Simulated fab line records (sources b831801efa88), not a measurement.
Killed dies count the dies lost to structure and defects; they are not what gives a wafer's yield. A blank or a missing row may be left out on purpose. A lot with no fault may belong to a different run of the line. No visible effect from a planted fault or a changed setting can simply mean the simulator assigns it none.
A lot that was struck, set against a sound lot || flow sky130 || 15 out of 708 route steps
Sound: these wafers, L766.1, L766.2, L766.5. The struck wafers were L763.1, L763.3, L763.6. The cause is named last.
For every step that has rows: the tool of each side, followed by ch and its chambers, followed by its first start. Under that, the readings that differ: sound wafers || struck wafers || difference of the means || sigmas: that difference in standard deviations of wafers without a fault.
alike: same words and numbers on both sides, and readings whose means sit less than 2 such deviations apart. not compared: any withheld reading, any reading some wafer has no value for, any bound like >300 that may hide the same value, and any number with overlapping values for which the record gives no deviation.
A row with sigmas, a row that says differs or no value, or rows on one side alone: a step with any of these is where the two part. Non-overlapping numbers with no deviation appear without sigmas and do not part them. A reading that every wafer of one side lacks parts them only if that side has two wafers or more.

first, 2 steps without rows for these wafers: SKY_POLY_GATE_CLEAN_19 (cleans in SC1/SC2, time 150 s); SKY_POLY_GATE_OXIDATION_20 (stabilise 600 s, purge 300 s, target thk 4 nm).
SKY_POLY_GATE_THK_MEAS_21:
  sound on film_metro-03, day 24 03:54; struck on film_metro-04, day 22 23:32
  alike: POLY_GATE_OXIDATION_THK
SKY_POLY_GATE_CD_MEAS_22:
  sound on cd_sem-01, day 24 03:58; struck on cd_sem-01, day 22 23:36
  alike: cd_nm
then, 7 steps without rows for these wafers: SKY_LDD_N_DEHYDRATE_00 (time 60 s); SKY_LDD_N_HMDS_01 (prime time 60 s); SKY_LDD_N_COAT_02 (resist thk 300 nm); SKY_LDD_N_SOFTBAKE_03 (time 60 s); SKY_LDD_N_EXPOSE_04 (exposes mask NTM, target cd 840 nm); SKY_LDD_N_PEB_05; SKY_LDD_N_DEVELOP_06 (develop time 60 s).
SKY_LDD_N_OVL_MEAS_07:
  sound on overlay-02, day 25 09:57; struck on overlay-02, day 24 05:24
  alike: LDD_N_OVL
SKY_LDD_N_IMPLANT_08:
  sound on implanter-04 ch 0, day 25 09:59; struck on implanter-03 ch 0, day 24 05:26
{"reading": "beam_on_s (s)", "sound": "10.12 10.43 10.40", "struck": "11.44 11.11 11.13", "difference": "+0.91", "sigmas": "+4"}
{"reading": "end_station_pressure_torr (Torr)", "sound": "5.25e-06 5.4e-06 5.84e-06", "struck": "8.148e-05 8.562e-05 8.251e-05", "difference": "+7.771e-05", "sigmas": "+99 or more"}
{"reading": "faraday_current_uA", "sound": "417 406 406", "struck": "361 372 371", "difference": -42, "sigmas": -5}
next, for these wafers, 1 step has no rows: SKY_LDD_N_IMPLANT_09.
-- the record jumps here: 26 days lie between the struck wafers' starts before and after (it left off in module LDD_N and takes up again in module PAD_OPEN, whose first step shown is number 708 of the route) --
SKY_PAD_OPEN_PROBE_99:
  sound on prober-01, day 50 12:43; struck on prober-02, day 50 00:44
{"reading": "model.etest.tip_n.rs_ohm_sq", "sound": "444.9 447.9 444.2", "struck": "439 434.2 431.7", "difference": -11, "sigmas": ""}
  alike: killed_at_M0_to_M3, killed_at_M4_up, killed_at_contacts, killed_at_front_end, killed_at_other, killed_dies, killed_open, killed_short

## WHERE THEY PART
Only at SKY_LDD_N_IMPLANT_08, as far as this record shows. Later steps at which nothing parts them and some readings are alike: SKY_PAD_OPEN_PROBE_99.

WHY: what had been put in by the simulator
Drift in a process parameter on implanter-03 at SKY_LDD_N_IMPLANT_08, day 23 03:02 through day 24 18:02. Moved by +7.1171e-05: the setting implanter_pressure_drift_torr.
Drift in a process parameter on implanter-03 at SKY_LDD_N_IMPLANT_08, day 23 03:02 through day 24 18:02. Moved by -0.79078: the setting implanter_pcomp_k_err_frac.
